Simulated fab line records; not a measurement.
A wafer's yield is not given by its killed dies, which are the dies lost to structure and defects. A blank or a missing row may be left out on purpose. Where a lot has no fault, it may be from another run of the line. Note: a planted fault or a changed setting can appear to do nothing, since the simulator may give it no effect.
Matching of chambers / flow gf180mcu / GF_V2_CMP_26 on cmp-02: 4 sister chambers
The step polishes, stops on SiO2, t overpolish 15 s, target thk 0 nm. 16 wafers are shown with their chamber, then 7 later ones without.

## WAFERS, EACH WITH ITS CHAMBER
wafer=L242.2; chamber=1; motorCurrentA (A)=10.1; timeToEndpointS (s)=81
wafer=L242.3; chamber=3; motorCurrentA (A)=12.7; timeToEndpointS (s)=79
wafer=L242.5; chamber=3; motorCurrentA (A)=11.7; timeToEndpointS (s)=80
wafer=L243.1; chamber=2; motorCurrentA (A)=11.4; timeToEndpointS (s)=90
wafer=L243.2; chamber=1; motorCurrentA (A)=9.4; timeToEndpointS (s)=85
wafer=L243.3; chamber=0; motorCurrentA (A)=11.5; timeToEndpointS (s)=87
wafer=L244.3; chamber=1; motorCurrentA (A)=9.6; timeToEndpointS (s)=85
wafer=L244.4; chamber=2; motorCurrentA (A)=11.4; timeToEndpointS (s)=88
wafer=L244.6; chamber=3; motorCurrentA (A)=11.8; timeToEndpointS (s)=79
wafer=L247.2; chamber=0; motorCurrentA (A)=12.2; timeToEndpointS (s)=88
wafer=L247.3; chamber=1; motorCurrentA (A)=9.6; timeToEndpointS (s)=84
wafer=L247.4; chamber=3; motorCurrentA (A)=12.2; timeToEndpointS (s)=82
wafer=L249.4; chamber=3; motorCurrentA (A)=12.5; timeToEndpointS (s)=86
wafer=L249.5; chamber=3; motorCurrentA (A)=12.0; timeToEndpointS (s)=81
wafer=L249.6; chamber=2; motorCurrentA (A)=11.0; timeToEndpointS (s)=92
wafer=L259.3; chamber=3; motorCurrentA (A)=12.2; timeToEndpointS (s)=81

SIGNATURES (averages over the wafers above)
reading=motorCurrentA; chamber 0=11.850; chamber 1=9.675; chamber 2=11.267; chamber 3=12.157; scatter within a chamber=0.341
reading=timeToEndpointS; chamber 0=87.50; chamber 1=83.75; chamber 2=90.00; chamber 3=81.14; scatter within a chamber=2.12
Rule: a wafer's distance from a chamber is the root of the sum, over the readings, of the square of ((its reading less the chamber's mean) divided by the reading's scatter). The wafer belongs to the nearest chamber; if the next one is less than 2 further off, it can't be placed. The scatter: take each reading less its chamber's mean, square it, sum over the shown wafers, divide by the number of wafers less the number of chambers, and take the root.

## WAFERS MISSING THEIR CHAMBER
wafer=L259.6; motorCurrentA (A)=9.8; timeToEndpointS (s)=85
wafer=L260.3; motorCurrentA (A)=9.7; timeToEndpointS (s)=82
wafer=L260.5; motorCurrentA (A)=11.8; timeToEndpointS (s)=80
wafer=L260.6; motorCurrentA (A)=12.2; timeToEndpointS (s)=86
wafer=L261.3; motorCurrentA (A)=11.4; timeToEndpointS (s)=84
wafer=L261.5; motorCurrentA (A)=12.6; timeToEndpointS (s)=84
wafer=L261.6; motorCurrentA (A)=12.2; timeToEndpointS (s)=86

## WHICH CHAMBER EACH ONE RAN IN
wafer=L259.6; from the rows above=1; in truth=1
wafer=L260.3; from the rows above=1; in truth=1
wafer=L260.5; from the rows above=3; in truth=3
wafer=L260.6; from the rows above=can't be placed: 0 or 3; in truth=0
wafer=L261.3; from the rows above=can't be placed: 0 or 3 or 2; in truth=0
wafer=L261.5; from the rows above=can't be placed: 3 or 0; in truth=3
wafer=L261.6; from the rows above=can't be placed: 0 or 3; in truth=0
Placed correctly: 3 of 7. Not placeable from these rows: 4 (in 4, the candidates include the true chamber). Number placed wrongly: 0.
